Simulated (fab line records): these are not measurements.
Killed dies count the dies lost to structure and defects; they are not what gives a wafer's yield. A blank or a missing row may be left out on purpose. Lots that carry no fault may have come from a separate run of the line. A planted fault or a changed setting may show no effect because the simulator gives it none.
Which tool was responsible?    flow sky130    30 wafers from 10 lots sampled at 3 of the route's 708 steps

## WHAT THE GAUGES READ, wafer by wafer
SKY_VIA2_THK_MEAS_23: measures by xrf.
lot   measured      on             VIA2_W_THK (nm)
L953  day 37 21:37  film-metro-01  433 434 427
L954  day 37 22:43  film-metro-01  436 438 430
L956  day 38 10:25  film-metro-04  427 426 421
L958  day 38 23:04  film-metro-01  435 433 434
L963  day 40 07:35  film-metro-01  425 433 434
L960  day 40 12:25  film-metro-03  420 428 427
L964  day 41 00:37  film-metro-01  435 431 432
L970  day 42 15:38  film-metro-04  439 432 432
L971  day 42 23:24  film-metro-04  443 443 446
L972  day 43 01:55  film-metro-03  423 427 429

## WHICH TOOL RAN EACH LOT (tool, then ch and the chambers of the sampled wafers, then the start)
lot   SKY_METAL2_DESCUM_17               SKY_VIA2_ETCH_15
L953  rie-metal-04 ch 0,1, day 36 17:07  rie-diel-03 ch 1,3, day 37 20:37
L954  rie-metal-01 ch 0,1, day 36 17:56  rie-diel-02 ch 1,2,3, day 37 21:43
L956  rie-metal-01 ch 1, day 37 05:34    rie-diel-03 ch 1,2, day 38 09:22
L958  rie-metal-04 ch 0,1, day 37 19:47  rie-diel-03 ch 2,3, day 38 22:04
L963  rie-metal-04 ch 0,1, day 39 03:58  rie-diel-02 ch 1,3, day 40 06:31
L960  rie-metal-01 ch 1, day 39 09:07    rie-diel-03 ch 2,3, day 40 11:16
L964  rie-metal-02 ch 0,1, day 39 22:46  rie-diel-03 ch 0,2,3, day 40 23:40
L970  rie-metal-04 ch 0,1, day 41 13:31  rie-diel-03 ch 0,2,3, day 42 14:37
L971  rie-metal-01 ch 0,1, day 41 21:08  rie-diel-02 ch 0,2,3, day 42 22:19
L972  rie-metal-02 ch 0,1, day 41 23:25  rie-diel-02 ch 0,3, day 43 00:31
- SKY_METAL2_DESCUM_17: chemistry O2, time 8 s.
- SKY_VIA2_ETCH_15: etches SiO2 in C4F8/O2/Ar, stops on TiN, target depth 546 nm, time 84 s.

## THE ANSWER, worked out from the rows above alone
Rule: the usual values come from the lots themselves. The widest of any qualifying gaps counts: lots, ordered by their means at a reading, are off when they make up no more than a third of the lots, leave a main group of 4 or more, and stand apart from it by 3 or more times the standard deviation of that group's means. Not used: any main group whose means are identical at the precision the tables above print for the reading. Also off: a lot with no number at a reading for which 4 or more lots have one. All remaining lots with rows at the step are treated as sound.
None of the lots is off at any reading shown; this tells nothing.

## WHAT HAD BEEN PUT IN BY THE SIMULATOR
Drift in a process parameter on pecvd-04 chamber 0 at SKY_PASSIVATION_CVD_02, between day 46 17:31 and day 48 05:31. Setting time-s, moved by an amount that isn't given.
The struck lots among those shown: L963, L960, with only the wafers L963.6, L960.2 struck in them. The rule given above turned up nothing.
